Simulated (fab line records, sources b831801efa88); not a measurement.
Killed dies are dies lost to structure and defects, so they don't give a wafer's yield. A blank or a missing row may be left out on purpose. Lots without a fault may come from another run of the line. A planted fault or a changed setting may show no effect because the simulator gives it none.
fab line records | flow sky130
record lots=5 wafers=15 last_day=50
route steps=708 shown NWELL@74 PWDE@84 VT_ADJUST_HVTP@85 VT_ADJUST_LVTN@97
lots that met no fault: from a run of the same line without faults
start_h: hours from the record's first day to the start of the lot's first wafer shown | wait_h: hours since the lot's step before | " the same as in the row above | L1.1+2: a row that stands for several wafers | - no value, or no start given | * or withheld: withheld | < > ~ a bound
route shown NAME@n: a module of which the file shows steps, and the number in the route of the first | usual: mean/standard deviation of fault-free wafers | same: alike in all rows | chamber/n: place in a boat | sites: the reading at each site | _std_site: their standard deviation | _edge_site: outer sites' mean less inner sites' | radius_mm: how far each site lies from the wafer's centre | mask NAME#n: copy n | behind: the tool/chamber that last shaped the wafer | hold: why the lot was held/for how many hours/how that ended | device: the transistor (n, p or np) that didn't switch | end of line: the same wafers' tests at the end of the route | a step without rows: its recipe alone | killed: dies lost to structure and defects at the first sort, not the wafer's yield | map: a wafer's dies, x killed, . not, _ none there
set.NAME: the setting as run; set.NAME@STEP: as run at that earlier step | model.NAME: the simulator's own value behind a step, which no gauge read
lots at some steps of the route; a table a step, a row a wafer
services: from which hour (start_h, from the record's first day; less than 0 if before it) a tool's chamber was out of use, for how many hours, and why
## steps
# step SKY_NWELL_PEB_21
# recipe temp_c=115 time_s=withheld
# usual plate_temp_C=114.99/0.14
# columns lot.wafer tool chamber start_h wait_h plate_temp_C
L074.1 litho_track-03 0 - - 114.70
L074.4 " 0 " " 114.91
L074.5 " 0 " " 114.81
L078.2 litho_track-03 0 - - 115.24
L078.3 " 0 " " 115.19
L078.5 " 0 " " 115.19
L091.3 litho_track-03 0 - - 114.91
L091.5 " 0 " " 114.84
L091.6 " 0 " " 114.81
L093.1 litho_track-01 0 - - 115.22
L093.3 " 0 " " 115.14
L093.5 " 0 " " 114.97
L095.1 litho_track-04 0 - - 115.03
L095.4 " 0 " " 114.94
L095.5 " 0 " " 115.02
# step SKY_NWELL_DEVELOP_22
# recipe wall_angle_deg=90 developer=TMAH develop_time_s=60 dev_temp_c=23
# columns lot.wafer tool chamber start_h wait_h
L074.1+4+5 litho_track-03 0 - -
L078.2+3+5 litho_track-03 0 - -
L091.3+5+6 litho_track-03 0 - -
L093.1+3+5 litho_track-01 0 - -
L095.1+4+5 litho_track-04 0 - -
# step SKY_NWELL_OVL_MEAS_23
# usual NWELL_01_OVL=0.3/1.3
# columns lot.wafer tool chamber start_h wait_h NWELL_01_OVL[nm]
L074.1 overlay-02 - 98.63 - 0.6
L074.4 " - " " -0.1
L074.5 " - " " 2.7
L078.2 overlay-02 - 125.39 - 0.5
L078.3 " - " " 2.5
L078.5 " - " " 1.0
L091.3 overlay-02 - 207.54 - 0.2
L091.5 " - " " -0.4
L091.6 " - " " -1.4
L093.1 overlay-01 - 217.27 - -2.4
L093.3 " - " " -2.4
L093.5 " - " " -2.3
L095.1 overlay-02 - 231.51 - -2.4
L095.4 " - " " -0.9
L095.5 " - " " -1.7
# step SKY_NWELL_IMPLANT_24
# recipe species=B energy_kev=140 dose_cm2=9.2e+12 tilt_deg=withheld
# columns lot.wafer tool chamber start_h wait_h
L074.1+4+5 implanter-04 0 98.67 0.0
L078.2+3+5 implanter-02 0 125.51 0.1
L091.3+5+6 implanter-02 0 207.62 0.1
L093.1+3+5 implanter-02 0 217.31 0.0
L095.1+4+5 implanter-04 0 231.54 0.0
# step SKY_NWELL_STRIP_25
# recipe chemistry=O2/N2 power_w=1400 pressure_mtorr=1500 platen_temp_c=withheld o2_flow_sccm=3000 n2_flow_sccm=300 overash_fraction=0.5
# usual drypump_motor_current_A=5.7/0.36 oes_product_au=0.723/0.0044 strip_time_to_endpoint_s=36.90/0.12
# columns lot.wafer tool chamber start_h wait_h drypump_motor_current_A oes_product_au rf_hours_counter_h strip_time_to_endpoint_s
L074.1 plasma_asher-01 0 98.82 0.1 5.7 0.723 29 37.05
L074.4 " 1 " " 5.9 0.722 - 37.09
L074.5 " 1 " " 5.9 0.728 - 37.02
L078.2 plasma_asher-04 0 125.64 0.1 6.6 0.728 1 36.85
L078.3 " 0 " " 6.6 0.723 - 36.94
L078.5 " 1 " " 5.4 0.717 - 36.88
L091.3 plasma_asher-01 1 207.75 0.1 5.9 0.724 - 37.04
L091.5 " 1 " " 5.9 0.721 - 37.07
L091.6 " 0 " " 5.7 0.722 - 37.02
L093.1 plasma_asher-02 0 217.46 0.1 5.4 0.719 52 36.85
L093.3 " 0 " " 5.4 0.732 - 36.90
L093.5 " 0 " " 5.4 0.727 - 36.93
L095.1 plasma_asher-02 1 231.69 0.1 5.5 0.717 53 37.07
L095.4 " 1 " " 5.5 0.728 - 37.06
L095.5 " 0 " " 5.4 0.725 - 36.97
# step SKY_NWELL_TW_MEAS_26
# usual NWELL_2_TW=499/3.5
# columns lot.wafer tool chamber start_h wait_h NWELL_2_TW
L074.1 film_metro-02 - 98.92 0.1 495
L074.4 " - " " 495
L074.5 " - " " 492
L078.2 film_metro-03 - 125.75 0.1 495
L078.3 " - " " 495
L078.5 " - " " 496
L091.3 film_metro-02 - 207.84 0.1 496
L091.5 " - " " 495
L091.6 " - " " 494
L093.1 film_metro-02 - 217.56 0.1 493
L093.3 " - " " 497
L093.5 " - " " 496
L095.1 film_metro-02 - 231.79 0.1 493
L095.4 " - " " 496
L095.5 " - " " 500
# step SKY_NWELL_CLEAN_27
# recipe chemistry=SC1/SC2 mix=1:4:20 temp_c=70 time_s=150 dry=n2_spin
# usual temp_c=70.00/0.13
# columns lot.wafer tool chamber start_h wait_h temp_c
L074.1 wet_bench-02 3 98.98 0.1 69.83
L074.4 " 3 " " 69.72
L074.5 " 3 " " 69.84
L078.2 wet_bench-04 1 125.80 0.0 70.12
L078.3 " 1 " " 69.82
L078.5 " 1 " " 69.90
L091.3 wet_bench-04 0 207.88 0.0 70.02
L091.5 " 0 " " 69.94
L091.6 " 0 " " 69.94
L093.1 wet_bench-04 1 217.62 0.1 70.27
L093.3 " 1 " " 69.99
L093.5 " 1 " " 70.03
L095.1 wet_bench-01 3 231.85 0.1 70.20
L095.4 " 3 " " 69.93
L095.5 " 3 " " 70.05
# step SKY_NWELL_RTA_28
# recipe temp_c=1050 time_s=30 idle_temp_c=650 ramp_up_c_per_s=150 ramp_down_c_per_s=90 ambient=N2
# usual lamp_power_pct=25.31/0.051 ramp_up_c_per_s=150.00/0.027 wafer_temp_C_max=1055.0/0.92
# columns lot.wafer tool chamber start_h wait_h lamp_power_pct ramp_up_c_per_s wafer_temp_C_max
L074.1 rtp_anneal-02 0 99.03 0.0 25.27 149.97 1056.3
L074.4 " 0 " " 25.37 150.04 1055.9
L074.5 " 0 " " 25.21 150.00 1054.7
L078.2 rtp_anneal-01 0 125.87 0.0 25.31 149.98 1053.9
L078.3 " 0 " " 25.34 149.99 1054.6
L078.5 " 0 " " 25.38 150.00 1054.6
L091.3 rtp_anneal-02 0 207.96 0.0 25.29 150.04 1055.4
L091.5 " 0 " " 25.34 149.99 1054.6
L091.6 " 0 " " 25.27 150.02 1056.3
L093.1 rtp_anneal-02 0 217.67 0.0 25.27 149.99 1054.3
L093.3 " 0 " " 25.27 149.98 1054.0
L093.5 " 0 " " 25.34 149.98 1055.3
L095.1 rtp_anneal-02 0 231.95 0.0 25.28 149.98 1053.9
L095.4 " 0 " " 25.38 150.01 1055.1
L095.5 " 0 " " 25.37 150.03 1054.4
# step SKY_NWELL_RS_MEAS_29
# recipe thk_meas_gauge=four-point-probe
# usual NWELL_RS=623.7/1.5
# columns lot.wafer tool chamber start_h wait_h NWELL_RS[ohm/sq]
L074.1 film_metro-03 - 99.13 0.1 625.0
L074.4 " - " " 624.2
L074.5 " - " " 626.4
L078.2 film_metro-03 - 125.97 0.1 621.6
L078.3 " - " " 623.0
L078.5 " - " " 624.4
L091.3 film_metro-03 - 208.07 0.1 626.0
L091.5 " - " " 624.0
L091.6 " - " " 622.7
L093.1 film_metro-04 - 217.77 0.1 622.3
L093.3 " - " " 621.7
L093.5 " - " " 621.7
L095.1 film_metro-03 - 232.05 0.1 620.9
L095.4 " - " " 622.4
L095.5 " - " " 620.5
# step SKY_NWELL_RS_MEAS_31
# recipe thk_meas_gauge=four-point-probe
# usual PWDE_RS=5279/23
# columns lot.wafer tool chamber start_h wait_h PWDE_RS[ohm/sq]
L074.1 film_metro-03 - 99.37 0.1 5303
L074.4 " - " " 5287
L074.5 " - " " 5287
L078.2 film_metro-03 - 126.21 0.1 5264
L078.3 " - " " 5252
L078.5 " - " " 5264
L091.3 film_metro-03 - 208.31 0.1 5289
L091.5 " - " " 5296
L091.6 " - " " 5267
L093.1 film_metro-04 - 218.01 0.1 5289
L093.3 " - " " 5269
L093.5 " - " " 5286
L095.1 film_metro-03 - 232.29 0.1 5318
L095.4 " - " " 5302
L095.5 " - " " 5309
# step SKY_VT_ADJUST_HVTP_DEHYDRATE_00
# recipe temp_c=200 time_s=60
# usual plate_temp_C=200.01/0.17
# columns lot.wafer tool chamber start_h wait_h plate_temp_C
L074.1 litho_track-01 0 107.47 8.1 200.20
L074.4 " 0 " " 200.19
L074.5 " 0 " " 200.11
L078.2 litho_track-03 0 135.20 9.0 199.98
L078.3 " 0 " " 199.91
L078.5 " 0 " " 199.64
L091.3 litho_track-01 0 217.92 9.6 199.58
L091.5 " 0 " " 199.96
L091.6 " 0 " " 200.10
L093.1 litho_track-03 0 229.33 11.3 199.91
L093.3 " 0 " " 199.79
L093.5 " 0 " " 200.07
L095.1 litho_track-03 0 242.73 10.4 199.76
L095.4 " 0 " " 199.99
L095.5 " 0 " " 199.89
# step SKY_VT_ADJUST_HVTP_HMDS_01
# recipe prime_time_s=60 prime_temp_c=120
# columns lot.wafer tool chamber start_h wait_h
L074.1+4+5 litho_track-01 0 107.62 0.1
L078.2+3+5 litho_track-03 0 135.35 0.1
L091.3+5+6 litho_track-01 0 218.07 0.1
L093.1+3+5 litho_track-03 0 229.48 0.1
L095.1+4+5 litho_track-03 0 242.88 0.1
# step SKY_VT_ADJUST_HVTP_COAT_02
# recipe resist=NOVOLAK spin_rpm=3000 resist_thk_nm=1140
# columns lot.wafer tool chamber start_h wait_h
L074.1+4+5 litho_track-01 0 107.77 0.1
L078.2+3+5 litho_track-03 0 135.50 0.1
L091.3+5+6 litho_track-01 0 218.22 0.1
L093.1+3+5 litho_track-03 0 229.63 0.1
L095.1+4+5 litho_track-03 0 243.03 0.1
# step SKY_VT_ADJUST_HVTP_SOFTBAKE_03
# recipe temp_c=90 time_s=60 resist=NOVOLAK
# usual plate_temp_C=90.04/0.13
# columns lot.wafer tool chamber start_h wait_h plate_temp_C
L074.1 litho_track-01 0 107.92 0.1 90.29
L074.4 " 0 " " 90.08
L074.5 " 0 " " 90.14
L078.2 litho_track-03 0 135.65 0.1 90.14
L078.3 " 0 " " 90.22
L078.5 " 0 " " 90.12
L091.3 litho_track-01 0 218.37 0.1 89.89
L091.5 " 0 " " 89.80
L091.6 " 0 " " 89.85
L093.1 litho_track-03 0 229.78 0.1 90.04
L093.3 " 0 " " 90.08
L093.5 " 0 " " 90.29
L095.1 litho_track-03 0 243.18 0.1 90.16
L095.4 " 0 " " 90.26
L095.5 " 0 " " 90.00
# step SKY_VT_ADJUST_HVTP_EXPOSE_04
# recipe mask_id=HVTPM na=0.6 source_shape=conventional sigma_outer=0.6 polarization=unpolarized target_cd_nm=380 dose_mj=140
# columns lot.wafer tool chamber start_h wait_h mask
L074.1+4+5 iline_stepper-02 0 - - HVTPM#0
L078.2+3+5 iline_stepper-01 0 - - HVTPM#0
L091.3+5+6 iline_stepper-02 0 - - HVTPM#0
L093.1+3+5 iline_stepper-01 0 - - HVTPM#0
L095.1+4+5 iline_stepper-01 0 - - HVTPM#0
# step SKY_VT_ADJUST_HVTP_PEB_05
# recipe temp_c=withheld time_s=* resist=NOVOLAK
# columns lot.wafer tool chamber start_h wait_h
L074.1+4+5 litho_track-02 0 - -
L078.2+3+5 litho_track-03 0 - -
L091.3+5+6 litho_track-03 0 - -
L093.1+3+5 litho_track-02 0 - -
L095.1+4+5 litho_track-03 0 - -
# step SKY_VT_ADJUST_HVTP_DEVELOP_06
# recipe resist=NOVOLAK developer=TMAH develop_time_s=60 dev_temp_c=23
# columns lot.wafer tool chamber start_h wait_h
L074.1+4+5 litho_track-02 0 116.89 0.1
L078.2+3+5 litho_track-03 0 144.40 0.1
L091.3+5+6 litho_track-03 0 230.13 0.1
L093.1+3+5 litho_track-02 0 240.94 0.1
L095.1+4+5 litho_track-03 0 254.53 0.1
# step SKY_VT_ADJUST_HVTP_CD_MEAS_07
# recipe target_cd_nm=380
# usual cd_nm=379.8/2.1
# columns lot.wafer tool chamber start_h wait_h cd_nm
L074.1 cd_sem-01 - 117.04 0.1 378.8
L074.4 " - " " 379.6
L074.5 " - " " 380.9
L078.2 cd_sem-01 - 144.55 0.1 379.0
L078.3 " - " " 377.0
L078.5 " - " " 376.9
L091.3 cd_sem-02 - 230.27 0.1 379.6
L091.5 " - " " 380.2
L091.6 " - " " 380.3
L093.1 cd_sem-01 - 241.09 0.1 379.3
L093.3 " - " " 378.4
L093.5 " - " " 380.7
L095.1 cd_sem-01 - 254.68 0.1 380.1
L095.4 " - " " 379.7
L095.5 " - " " 377.9
# step SKY_VT_ADJUST_HVTP_OVL_MEAS_08
# usual VT_ADJUST_HVTP_OVL=1.2/1.3
# columns lot.wafer tool chamber start_h wait_h VT_ADJUST_HVTP_OVL[nm]
L074.1 overlay-01 - 117.16 0.1 1.0
L074.4 " - " " 1.3
L074.5 " - " " 2.8
L078.2 overlay-02 - 144.66 0.1 0.9
L078.3 " - " " 1.2
L078.5 " - " " 1.4
L091.3 overlay-01 - 230.36 0.1 2.4
L091.5 " - " " 2.8
L091.6 " - " " 1.5
L093.1 overlay-02 - 241.21 0.1 1.0
L093.3 " - " " 0.0
L093.5 " - " " 0.3
L095.1 overlay-01 - 254.80 0.1 -0.3
L095.4 " - " " -0.8
L095.5 " - " " -0.7
# step SKY_VT_ADJUST_HVTP_IMPLANT_09
# recipe species=As energy_kev=150 dose_cm2=4.3e+12 tilt_deg=withheld
# columns lot.wafer tool chamber start_h wait_h
L074.1+4+5 implanter-04 0 117.20 0.0
L078.2+3+5 implanter-03 0 144.71 0.0
L091.3+5+6 implanter-04 0 230.44 0.1
L093.1+3+5 implanter-01 0 241.25 0.0
L095.1+4+5 implanter-01 0 254.84 0.0
# step SKY_VT_ADJUST_HVTP_STRIP_10
# recipe chemistry=O2/N2 power_w=1400 pressure_mtorr=1500 platen_temp_c=withheld o2_flow_sccm=3000 n2_flow_sccm=300 overash_fraction=0.5
# usual drypump_motor_current_A=5.64/0.24 oes_product_au=0.715/0.005 strip_time_to_endpoint_s=14.16/0.03
# columns lot.wafer tool chamber start_h wait_h drypump_motor_current_A oes_product_au rf_hours_counter_h strip_time_to_endpoint_s
L074.1 plasma_asher-03 0 117.35 0.1 6.04 0.716 43 14.13
L074.4 " 1 " " 5.60 0.722 - 14.18
L074.5 " 0 " " 6.04 0.716 - 14.17
L078.2 plasma_asher-03 1 144.84 0.1 5.57 0.720 45 14.15
L078.3 " 0 " " 6.03 0.722 - 14.24
L078.5 " 0 " " 6.03 0.716 - 14.24
L091.3 plasma_asher-01 0 230.57 0.1 5.75 0.711 - 14.14
L091.5 " 1 " " 5.88 0.717 - 14.16
L091.6 " 0 " " 5.73 0.715 - 14.15
L093.1 plasma_asher-03 1 241.40 0.1 5.65 0.716 54 14.13
L093.3 " 0 " " 6.04 0.709 - 14.13
L093.5 " 1 " " 5.65 0.720 - 14.14
L095.1 plasma_asher-03 1 254.99 0.1 5.61 0.712 56 14.11
L095.4 " 1 " " 5.60 0.708 - 14.15
L095.5 " 0 " " 6.01 0.714 - 14.14
# step SKY_VT_ADJUST_HVTP_TW_MEAS_11
# usual VT_ADJUST_HVTP_TW=1350/18
# columns lot.wafer tool chamber start_h wait_h VT_ADJUST_HVTP_TW
L074.1 film_metro-01 - 117.45 0.1 1326
L074.4 " - " " 1332
L074.5 " - " " 1327
L078.2 film_metro-02 - 144.95 0.1 1353
L078.3 " - " " 1348
L078.5 " - " " 1355
L091.3 film_metro-02 - 230.66 0.1 1353
L091.5 " - " " 1359
L091.6 " - " " 1347
L093.1 film_metro-04 - 241.50 0.1 1372
L093.3 " - " " 1375
L093.5 " - " " 1375
L095.1 film_metro-02 - 255.09 0.1 1353
L095.4 " - " " 1352
L095.5 " - " " 1360
# step SKY_VT_ADJUST_LVTN_DEHYDRATE_00
# recipe temp_c=200 time_s=60
# usual plate_temp_C=200.02/0.18
# columns lot.wafer tool chamber start_h wait_h plate_temp_C
L074.1 litho_track-01 0 126.32 8.9 200.00
L074.4 " 0 " " 200.14
L074.5 " 0 " " 200.01
L078.2 litho_track-02 0 154.37 9.4 199.78
L078.3 " 0 " " 199.96
L078.5 " 0 " " 199.82
L091.3 litho_track-04 0 241.21 10.5 200.02
L091.5 " 0 " " 199.88
L091.6 " 0 " " 200.00
L093.1 litho_track-04 0 252.31 10.8 199.97
L093.3 " 0 " " 200.40
L093.5 " 0 " " 199.99
L095.1 litho_track-04 0 266.66 11.6 200.16
L095.4 " 0 " " 200.50
L095.5 " 0 " " 199.99
# step SKY_VT_ADJUST_LVTN_HMDS_01
# recipe prime_time_s=60 prime_temp_c=120
# columns lot.wafer tool chamber start_h wait_h
L074.1+4+5 litho_track-01 0 126.47 0.1
L078.2+3+5 litho_track-02 0 154.52 0.1
L091.3+5+6 litho_track-04 0 241.36 0.1
L093.1+3+5 litho_track-04 0 252.46 0.1
L095.1+4+5 litho_track-04 0 266.81 0.1
# step SKY_VT_ADJUST_LVTN_COAT_02
# recipe spin_rpm=2000 resist_thk_nm=3000
# columns lot.wafer tool chamber start_h wait_h
L074.1+4+5 litho_track-01 0 126.62 0.1
L078.2+3+5 litho_track-02 0 154.67 0.1
L091.3+5+6 litho_track-04 0 241.51 0.1
L093.1+3+5 litho_track-04 0 252.61 0.1
L095.1+4+5 litho_track-04 0 266.96 0.1
# step SKY_VT_ADJUST_LVTN_SOFTBAKE_03
# recipe temp_c=110 time_s=withheld
# usual plate_temp_C=109.99/0.13
# columns lot.wafer tool chamber start_h wait_h plate_temp_C
L074.1 litho_track-01 0 126.77 0.1 109.91
L074.4 " 0 " " 109.97
L074.5 " 0 " " 110.02
L078.2 litho_track-02 0 154.83 0.1 109.80
L078.3 " 0 " " 110.00
L078.5 " 0 " " 110.01
L091.3 litho_track-04 0 241.67 0.1 109.82
L091.5 " 0 " " 110.01
L091.6 " 0 " " 109.91
L093.1 litho_track-04 0 252.76 0.1 109.99
L093.3 " 0 " " 110.24
L093.5 " 0 " " 110.11
L095.1 litho_track-04 0 267.11 0.1 110.37
L095.4 " 0 " " 110.24
L095.5 " 0 " " 110.21
# step SKY_VT_ADJUST_LVTN_EXPOSE_04
# recipe mask_id=NWM_COMPLEMENT_LESS_NATIVE na=0.6 source_shape=conventional sigma_outer=0.6 polarization=unpolarized target_cd_nm=840 dose_mj=194
# columns lot.wafer tool chamber start_h wait_h mask
L074.1+4+5 iline_stepper-01 0 - - NWM_COMPLEMENT_LESS_NATIVE#0
L078.2+3+5 iline_stepper-01 0 - - NWM_COMPLEMENT_LESS_NATIVE#0
L091.3+5+6 iline_stepper-02 0 - - NWM_COMPLEMENT_LESS_NATIVE#0
L093.1+3+5 iline_stepper-02 0 - - NWM_COMPLEMENT_LESS_NATIVE#0
L095.1+4+5 iline_stepper-01 0 - - NWM_COMPLEMENT_LESS_NATIVE#0
# step SKY_VT_ADJUST_LVTN_PEB_05
# recipe temp_c=115 time_s=withheld
# usual plate_temp_C=115.01/0.12
# columns lot.wafer tool chamber start_h wait_h plate_temp_C
L074.1 litho_track-01 0 - - 115.09
L074.4 " 0 " " 115.09
L074.5 " 0 " " 115.02
L078.2 litho_track-02 0 - - 114.94
L078.3 " 0 " " 115.03
L078.5 " 0 " " 115.16
L091.3 litho_track-01 0 - - 114.98
L091.5 " 0 " " 114.96
L091.6 " 0 " " 115.06
L093.1 litho_track-04 0 - - 115.03
L093.3 " 0 " " 115.03
L093.5 " 0 " " 115.12
L095.1 litho_track-02 0 - - 115.20
L095.4 " 0 " " 115.16
L095.5 " 0 " " 115.16
# step SKY_VT_ADJUST_LVTN_DEVELOP_06
# recipe wall_angle_deg=90 developer=TMAH develop_time_s=60 dev_temp_c=23
# columns lot.wafer tool chamber start_h wait_h
L074.1+4+5 litho_track-01 0 - -
L078.2+3+5 litho_track-02 0 - -
L091.3+5+6 litho_track-01 0 - -
L093.1+3+5 litho_track-04 0 - -
L095.1+4+5 litho_track-02 0 - -
# step SKY_VT_ADJUST_LVTN_OVL_MEAS_07
# usual VT_ADJUST_LVTN_OVL=0.8/1.5
# columns lot.wafer tool chamber start_h wait_h VT_ADJUST_LVTN_OVL[nm]
L074.1 overlay-02 - 136.62 - -2.0
L074.4 " - " " -0.9
L074.5 " - " " -2.1
L078.2 overlay-01 - 164.40 - 1.9
L078.3 " - " " 1.3
L078.5 " - " " 1.2
L091.3 overlay-01 - 253.43 - 1.8
L091.5 " - " " 1.7
L091.6 " - " " 0.5
L093.1 overlay-02 - 264.46 - 1.4
L093.3 " - " " 2.5
L093.5 " - " " 1.5
L095.1 overlay-02 - 279.24 - -0.1
L095.4 " - " " 0.2
L095.5 " - " " 0.0
# step SKY_VT_ADJUST_LVTN_IMPLANT_08
# recipe species=B energy_kev=30 dose_cm2=1.57e+12 tilt_deg=withheld
# columns lot.wafer tool chamber start_h wait_h
L074.1+4+5 implanter-02 0 136.66 0.0
L078.2+3+5 implanter-02 0 164.46 0.0
L091.3+5+6 implanter-02 0 253.51 0.1
L093.1+3+5 implanter-03 0 264.49 0.0
L095.1+4+5 implanter-04 0 279.28 0.0
# step SKY_VT_ADJUST_LVTN_STRIP_09
# recipe chemistry=O2/N2 power_w=1400 pressure_mtorr=1500 platen_temp_c=withheld o2_flow_sccm=3000 n2_flow_sccm=300 overash_fraction=0.5
# usual drypump_motor_current_A=5.9/0.38 oes_product_au=0.722/0.0046 strip_time_to_endpoint_s=36.91/0.095
# columns lot.wafer tool chamber start_h wait_h drypump_motor_current_A oes_product_au rf_hours_counter_h strip_time_to_endpoint_s
L074.1 plasma_asher-03 1 136.81 0.1 5.6 0.727 44 36.88
L074.4 " 1 " " 5.6 0.722 - 36.87
L074.5 " 1 " " 5.6 0.718 - 36.95
L078.2 plasma_asher-04 1 164.58 0.1 5.4 0.724 4 36.76
L078.3 " 0 " " 6.6 0.719 - 36.78
L078.5 " 0 " " 6.6 0.712 - 36.87
L091.3 plasma_asher-04 0 253.64 0.1 6.6 0.715 - 36.92
L091.5 " 1 " " 5.4 0.717 - 37.08
L091.6 " 0 " " 6.6 0.722 - 36.98
L093.1 plasma_asher-01 1 264.64 0.1 5.9 0.728 46 36.87
L093.3 " 0 " " 5.7 0.716 - 37.00
L093.5 " 1 " " 5.9 0.719 - 36.86
L095.1 plasma_asher-03 1 279.43 0.1 5.6 0.723 59 36.84
L095.4 " 1 " " 5.7 0.723 - 36.96
L095.5 " 1 " " 5.6 0.726 - 36.83
# step SKY_VT_ADJUST_LVTN_TW_MEAS_10
# usual VT_ADJUST_LVTN_TW=239.9/2.9
# columns lot.wafer tool chamber start_h wait_h VT_ADJUST_LVTN_TW
L074.1 film_metro-02 - 136.91 0.1 241.7
L074.4 " - " " 243.2
L074.5 " - " " 243.0
L078.2 film_metro-01 - 164.69 0.1 237.8
L078.3 " - " " 237.7
L078.5 " - " " 236.5
L091.3 film_metro-02 - 253.73 0.1 241.4
L091.5 " - " " 241.7
L091.6 " - " " 242.1
L093.1 film_metro-01 - 264.74 0.1 237.0
L093.3 " - " " 237.4
L093.5 " - " " 237.6
L095.1 film_metro-03 - 279.53 0.1 244.3
L095.4 " - " " 243.9
L095.5 " - " " 244.1
# step SKY_VT_ADJUST_LVTN_DEHYDRATE_11
# recipe temp_c=200 time_s=60
# usual plate_temp_C=199.99/0.17
# columns lot.wafer tool chamber start_h wait_h plate_temp_C
L074.1 litho_track-04 0 145.66 8.7 200.16
L074.4 " 0 " " 200.09
L074.5 " 0 " " 200.08
L078.2 litho_track-01 0 174.05 9.3 199.86
L078.3 " 0 " " 199.60
L078.5 " 0 " " 200.05
L091.3 litho_track-01 0 264.72 11.0 199.82
L091.5 " 0 " " 199.88
L091.6 " 0 " " 199.92
L093.1 litho_track-01 0 275.97 11.2 199.64
L093.3 " 0 " " 199.83
L093.5 " 0 " " 199.64
L095.1 litho_track-01 0 291.02 11.5 200.03
L095.4 " 0 " " 200.16
L095.5 " 0 " " 199.99
# step SKY_VT_ADJUST_LVTN_HMDS_12
# recipe prime_time_s=60 prime_temp_c=120
# columns lot.wafer tool chamber start_h wait_h
L074.1+4+5 litho_track-04 0 145.81 0.1
L078.2+3+5 litho_track-01 0 174.20 0.1
L091.3+5+6 litho_track-01 0 264.87 0.1
L093.1+3+5 litho_track-01 0 276.12 0.1
L095.1+4+5 litho_track-01 0 291.17 0.1
# step SKY_VT_ADJUST_LVTN_COAT_13
# recipe resist=NOVOLAK spin_rpm=3000 resist_thk_nm=1140
# columns lot.wafer tool chamber start_h wait_h
L074.1+4+5 litho_track-04 0 145.96 0.1
L078.2+3+5 litho_track-01 0 174.35 0.1
L091.3+5+6 litho_track-01 0 265.02 0.1
L093.1+3+5 litho_track-01 0 276.27 0.1
L095.1+4+5 litho_track-01 0 291.32 0.1
# step SKY_VT_ADJUST_LVTN_SOFTBAKE_14
# recipe temp_c=90 time_s=60 resist=NOVOLAK
# usual plate_temp_C=90.00/0.12
# columns lot.wafer tool chamber start_h wait_h plate_temp_C
L074.1 litho_track-04 0 146.11 0.1 90.03
L074.4 " 0 " " 89.94
L074.5 " 0 " " 90.14
L078.2 litho_track-01 0 174.50 0.1 89.94
L078.3 " 0 " " 89.73
L078.5 " 0 " " 89.96
L091.3 litho_track-01 0 265.17 0.1 90.05
L091.5 " 0 " " 90.26
L091.6 " 0 " " 89.98
L093.1 litho_track-01 0 276.42 0.1 89.94
L093.3 " 0 " " 89.98
L093.5 " 0 " " 89.96
L095.1 litho_track-01 0 291.47 0.1 89.82
L095.4 " 0 " " 89.99
L095.5 " 0 " " 89.92
# step SKY_VT_ADJUST_LVTN_EXPOSE_15
# recipe mask_id=HVN_STD_DERIVED na=0.6 source_shape=conventional sigma_outer=0.6 polarization=unpolarized target_cd_nm=600 dose_mj=163
# columns lot.wafer tool chamber start_h wait_h mask
L074.1+4+5 iline_stepper-02 0 - - HVN_STD_DERIVED#0
L078.2+3+5 iline_stepper-02 0 - - HVN_STD_DERIVED#0
L091.3+5+6 iline_stepper-01 0 - - HVN_STD_DERIVED#0
L093.1+3+5 iline_stepper-01 0 - - HVN_STD_DERIVED#0
L095.1+4+5 iline_stepper-02 0 - - HVN_STD_DERIVED#0
# step SKY_VT_ADJUST_LVTN_PEB_16
# recipe temp_c=withheld time_s=* resist=NOVOLAK
# columns lot.wafer tool chamber start_h wait_h
L074.1+4+5 litho_track-01 0 - -
L078.2+3+5 litho_track-02 0 - -
L091.3+5+6 litho_track-04 0 - -
L093.1+3+5 litho_track-02 0 - -
L095.1+4+5 litho_track-04 0 - -
# step SKY_VT_ADJUST_LVTN_DEVELOP_17
# recipe resist=NOVOLAK developer=TMAH develop_time_s=60 dev_temp_c=23
# columns lot.wafer tool chamber start_h wait_h
L074.1+4+5 litho_track-01 0 155.77 0.1
L078.2+3+5 litho_track-02 0 184.22 0.1
L091.3+5+6 litho_track-04 0 276.81 0.1
L093.1+3+5 litho_track-02 0 288.09 0.1
L095.1+4+5 litho_track-04 0 304.86 0.1
# step SKY_VT_ADJUST_LVTN_OVL_MEAS_18
# usual VT_ADJUST_LVTN_01_OVL=1.3/1.2
# columns lot.wafer tool chamber start_h wait_h VT_ADJUST_LVTN_01_OVL[nm]
L074.1 overlay-01 - 155.92 0.1 1.3
L074.4 " - " " 1.0
L074.5 " - " " 0.4
L078.2 overlay-01 - 184.35 0.1 1.9
L078.3 " - " " 0.4
L078.5 " - " " -1.2
L091.3 overlay-01 - 276.92 0.1 4.1
L091.5 " - " " 3.1
L091.6 " - " " 3.4
L093.1 overlay-02 - 288.24 0.1 2.2
L093.3 " - " " 2.0
L093.5 " - " " 0.9
L095.1 overlay-02 - 317.33 12.4 0.3
L095.4 " - " " 0.5
L095.5 " - " " -0.6
# step SKY_VT_ADJUST_LVTN_IMPLANT_19
# recipe species=B energy_kev=30 dose_cm2=6.5e+11 tilt_deg=withheld
# columns lot.wafer tool chamber start_h wait_h
L074.1+4+5 implanter-02 0 155.96 0.0
L078.2+3+5 implanter-03 0 184.41 0.0
L091.3+5+6 implanter-02 0 276.99 0.1
L093.1+3+5 implanter-02 0 288.28 0.0
L095.1+4+5 implanter-02 0 317.44 0.1
## services
# columns tool chamber start_h hours kind
plasma_asher-03 - 76.59 3.0 repair
iline_stepper-02 - 76.95 12.2 repair
wet_bench-04 - 80.42 11.8 repair
plasma_asher-03 - 81.00 9.2 repair
plasma_asher-03 - 81.67 0.3 repair
implanter-03 - 85.56 5.9 repair
implanter-03 - 103.75 2.3 repair
plasma_asher-03 - 110.42 1.1 repair
iline_stepper-02 - 116.59 21.5 repair
plasma_asher-03 - 122.70 4.0 repair
plasma_asher-03 - 131.09 4.3 pm
iline_stepper-02 - 138.10 2.1 pm
plasma_asher-01 - 156.39 0.7 repair
implanter-04 - 156.60 2.2 repair
plasma_asher-03 - 166.67 1.1 repair
implanter-04 - 175.03 2.3 repair
iline_stepper-02 - 194.96 1.7 pm
plasma_asher-03 - 218.71 0.6 repair
implanter-02 - 219.22 1.9 repair
implanter-02 - 219.71 4.4 repair
iline_stepper-01 - 262.92 1.7 pm
iline_stepper-02 - 263.98 8.0 repair
plasma_asher-01 - 306.60 3.4 repair
rtp_anneal-02 - 312.78 2.9 pm
## key
fault none
